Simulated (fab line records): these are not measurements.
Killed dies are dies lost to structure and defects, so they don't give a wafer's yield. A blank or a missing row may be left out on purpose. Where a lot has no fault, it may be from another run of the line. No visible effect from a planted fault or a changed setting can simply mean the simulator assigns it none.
Chamber matching | flow gf180mcu | GF_V1_CVD_02 on pecvd-03: 3 sister chambers
The step deposits SiO2 from TEOS, target thk 850 nm, time 94.851 s. 24 wafers are shown with their chamber, then 12 later ones without.

## WAFERS, EACH WITH ITS CHAMBER
wafer  | chamber | heater power w (W)
L075.1 | 1       | 719
L075.2 | 2       | 670
L075.5 | 2       | 517
L079.1 | 0       | 742
L079.3 | 2       | 586
L079.6 | 0       | 779
L081.3 | 0       | 737
L081.4 | 1       | 725
L081.6 | 2       | 670
L084.1 | 0       | 788
L084.2 | 2       | 667
L084.3 | 1       | 722
L084.4 | 2       | 525
L084.5 | 1       | 578
L084.6 | 0       | 652
L085.1 | 1       | 602
L085.2 | 2       | 627
L085.4 | 0       | 770
L086.1 | 0       | 734
L086.2 | 2       | 633
L086.4 | 1       | 576
L089.1 | 2       | 650
L089.4 | 2       | 521
L089.5 | 0       | 775

SIGNATURES, as means of the wafers listed above
reading        | chamber 0 | chamber 1 | chamber 2 | scatter within a chamber
heater power w | 747.12    | 653.67    | 606.60    | 61.3
Rule: distance of a wafer from a chamber = root of the sum over the readings of ((wafer's reading minus chamber's mean) / reading's scatter) squared. If the next closest chamber is less than 2 further off than the closest, the wafer can't be placed; otherwise it belongs to the closest. How the scatter is found: for the shown wafers, subtract from each reading the mean of its chamber, square and add these, divide the total by (wafers less chambers), then take the root.

## WAFERS WITHOUT THEIR CHAMBER
wafer  | heater power w (W)
L091.3 | 636
L091.4 | 678
L091.5 | 655
L092.1 | 616
L092.2 | 660
L092.3 | 696
L092.4 | 684
L092.5 | 763
L092.6 | 529
L096.1 | 565
L096.2 | 652
L096.4 | 740

## CHAMBER TAKEN BY EACH
wafer  | from the rows above          | in truth
L091.3 | can't be placed: 1 or 2 or 0 | 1
L091.4 | can't be placed: 1 or 0 or 2 | 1
L091.5 | can't be placed: 1 or 2 or 0 | 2
L092.1 | can't be placed: 2 or 1 or 0 | 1
L092.2 | can't be placed: 1 or 2 or 0 | 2
L092.3 | can't be placed: 1 or 0 or 2 | 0
L092.4 | can't be placed: 1 or 0 or 2 | 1
L092.5 | can't be placed: 0 or 1      | 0
L092.6 | can't be placed: 2 or 1      | 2
L096.1 | can't be placed: 2 or 1      | 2
L096.2 | can't be placed: 1 or 2 or 0 | 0
L096.4 | can't be placed: 0 or 1      | 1
Correct placement for 0 of the 12. Unplaceable from these rows: 12, with the true chamber sitting among the candidates in 12. 0 placed wrongly.
